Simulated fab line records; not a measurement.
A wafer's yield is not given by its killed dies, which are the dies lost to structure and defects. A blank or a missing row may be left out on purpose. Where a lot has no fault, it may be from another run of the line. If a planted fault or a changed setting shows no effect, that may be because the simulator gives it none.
The tool behind it: which one? | flow gf180mcu | 24 lots with 72 wafers sampled at 3 steps, on a route of 602 steps

## WHAT THE GAUGES SHOWED, per wafer
GF_V3_BOW_MEAS_05. Usual: for V3_BOW the level is 116 um and the standard deviation is 7.6.
lot  | measured     | on            | V3_BOW (um) | flag
L074 | day 21 18:32 | film metro-01 | 110 108 115 |
L075 | day 22 06:14 | film metro-03 | 123 111 123 |
L077 | day 22 07:36 | film metro-02 | 115 119 124 |
L076 | day 22 11:13 | film metro-01 | 118 124 122 |
L078 | day 23 00:11 | film metro-01 | 115 126 118 |
L079 | day 23 05:30 | film metro-02 | 117 129 115 |
L080 | day 23 18:38 | film metro-03 | 123 131 115 |
L081 | day 23 23:07 | film metro-01 | 122 134 139 |
L082 | day 24 14:50 | film metro-03 | 124 125 131 |
L083 | day 24 22:19 | film metro-03 | 117 122 120 |
L084 | day 25 03:31 | film metro-03 | 114 111 106 |
L085 | day 25 12:38 | film metro-02 | 118 107 111 |
L086 | day 25 20:45 | film metro-03 | 128 125 120 |
L087 | day 26 07:33 | film metro-03 | 123 126 111 |
L089 | day 26 20:58 | film metro-02 | 113 113 109 |
L088 | day 26 22:19 | film metro-03 | 122 122 121 |
L091 | day 27 11:10 | film metro-02 | 114 105 116 |
L090 | day 27 13:07 | film metro-01 | 119 124 106 |
L092 | day 27 22:43 | film metro-03 | 116 107 111 |
L093 | day 28 06:32 | film metro-02 | 105 120 116 |
L095 | day 28 09:00 | film metro-03 | 113 105 112 |
L094 | day 28 09:56 | film metro-01 | 113 117 120 |
L096 | day 28 20:02 | film metro-01 | 117 118 107 |
L097 | day 29 04:21 | film metro-03 | 120 113 114 |

## WHICH TOOL RAN EACH LOT (tool, then ch and the chambers of the sampled wafers, then the start)
lot  | GF_M3_SPUTTER_02             | GF_M3_SPUTTER_03
L074 | pvd sputter-04, day 20 17:47 | pvd sputter-04, day 20 17:49
L075 | pvd sputter-02, day 20 23:06 | pvd sputter-02, day 20 23:08
L077 | pvd sputter-03, day 21 06:41 | pvd sputter-03, day 21 06:43
L076 | pvd sputter-02, day 21 10:40 | pvd sputter-02, day 21 10:42
L078 | pvd sputter-04, day 21 23:47 | pvd sputter-04, day 21 23:49
L079 | pvd sputter-02, day 22 05:32 | pvd sputter-02, day 22 05:34
L080 | pvd sputter-02, day 22 18:05 | pvd sputter-02, day 22 18:07
L081 | pvd sputter-02, day 22 23:17 | pvd sputter-02, day 22 23:19
L082 | pvd sputter-03, day 23 15:07 | pvd sputter-03, day 23 15:09
L083 | pvd sputter-03, day 23 22:50 | pvd sputter-03, day 23 22:52
L084 | pvd sputter-02, day 24 03:21 | pvd sputter-02, day 24 03:23
L085 | pvd sputter-04, day 24 13:15 | pvd sputter-04, day 24 13:17
L086 | pvd sputter-03, day 24 21:56 | pvd sputter-03, day 24 21:58
L087 | pvd sputter-03, day 25 08:26 | pvd sputter-03, day 25 08:28
L089 | pvd sputter-04, day 25 22:50 | pvd sputter-04, day 25 22:52
L088 | pvd sputter-04, day 26 00:07 | pvd sputter-04, day 26 00:09
L091 | pvd sputter-02, day 26 13:14 | pvd sputter-02, day 26 13:16
L090 | pvd sputter-02, day 26 14:41 | pvd sputter-02, day 26 14:43
L092 | pvd sputter-03, day 27 00:40 | pvd sputter-03, day 27 00:42
L093 | pvd sputter-03, day 27 08:53 | pvd sputter-03, day 27 08:55
L095 | pvd sputter-03, day 27 10:57 | pvd sputter-03, day 27 10:59
L094 | pvd sputter-02, day 27 12:53 | pvd sputter-02, day 27 12:55
L096 | pvd sputter-03, day 27 23:35 | pvd sputter-03, day 27 23:37
L097 | pvd sputter-02, day 28 07:53 | pvd sputter-02, day 28 07:55
- GF_M3_SPUTTER_02: material AlCu, target thk 450 nm, time 23.9 s.
- GF_M3_SPUTTER_03: material Ti, target thk 10 nm, time 6.7 s.

## AS READ BY THE TOOLS THEMSELVES (means over the sampled wafers that have a number; for cases with no such wafer, the mark the record gives instead)
GF_M3_SPUTTER_02. Usual: throttle valve pct 29.6 %, standard deviation 0.96.
lot  | tool           | throttle valve pct (%) | flag
L074 | pvd sputter-04 | 28.8                   |
L075 | pvd sputter-02 | 29.5                   |
L077 | pvd sputter-03 | 29.9                   |
L076 | pvd sputter-02 | 30.3                   |
L078 | pvd sputter-04 | 28.5                   |
L079 | pvd sputter-02 | 30.2                   |
L080 | pvd sputter-02 | 30.5                   |
L081 | pvd sputter-02 | 29.7                   |
L082 | pvd sputter-03 | 29.5                   |
L083 | pvd sputter-03 | 29.4                   |
L084 | pvd sputter-02 | 30.5                   |
L085 | pvd sputter-04 | 29.3                   |
L086 | pvd sputter-03 | 29.4                   |
L087 | pvd sputter-03 | 29.2                   |
L089 | pvd sputter-04 | 28.4                   |
L088 | pvd sputter-04 | 28.8                   |
L091 | pvd sputter-02 | 30.2                   |
L090 | pvd sputter-02 | 29.7                   |
L092 | pvd sputter-03 | 29.8                   |
L093 | pvd sputter-03 | 29.9                   |
L095 | pvd sputter-03 | 29.0                   |
L094 | pvd sputter-02 | 29.5                   |
L096 | pvd sputter-03 | 29.4                   |
L097 | pvd sputter-02 | 29.4                   |

GF_M3_SPUTTER_03. Usual: throttle valve pct 29.6 %, standard deviation 0.96.
lot  | tool           | throttle valve pct (%) | flag
L074 | pvd sputter-04 | 29.0                   |
L075 | pvd sputter-02 | 29.6                   |
L077 | pvd sputter-03 | 29.9                   |
L076 | pvd sputter-02 | 30.3                   |
L078 | pvd sputter-04 | 28.6                   |
L079 | pvd sputter-02 | 30.2                   |
L080 | pvd sputter-02 | 30.4                   |
L081 | pvd sputter-02 | 29.7                   |
L082 | pvd sputter-03 | 29.4                   |
L083 | pvd sputter-03 | 29.6                   |
L084 | pvd sputter-02 | 30.5                   |
L085 | pvd sputter-04 | 29.3                   |
L086 | pvd sputter-03 | 29.3                   |
L087 | pvd sputter-03 | 29.5                   |
L089 | pvd sputter-04 | 28.3                   |
L088 | pvd sputter-04 | 28.7                   |
L091 | pvd sputter-02 | 30.3                   |
L090 | pvd sputter-02 | 29.8                   |
L092 | pvd sputter-03 | 30.0                   |
L093 | pvd sputter-03 | 29.9                   |
L095 | pvd sputter-03 | 28.9                   |
L094 | pvd sputter-02 | 29.4                   |
L096 | pvd sputter-03 | 29.4                   |
L097 | pvd sputter-02 | 29.5                   |

## THE ANSWER, worked out from the rows above alone
Rule: a lot counts as off when the mean over its wafers that have a number is more than 3 standard deviations away from the usual mean. Also off: a lot with no number at a reading for which 4 or more lots have one. All remaining lots with rows at the step are treated as sound. After the gauges, taken in route order, come the tools' own readings; for these a lot's mean is taken, as printed above. The first step at which some lot is off is used, and at that step the reading that is off furthest; a lot without a number counts as furthest.
No lot is off on any of the readings shown, so nothing can be concluded from this.

## WHAT WAS PUT IN BY THE SIMULATOR
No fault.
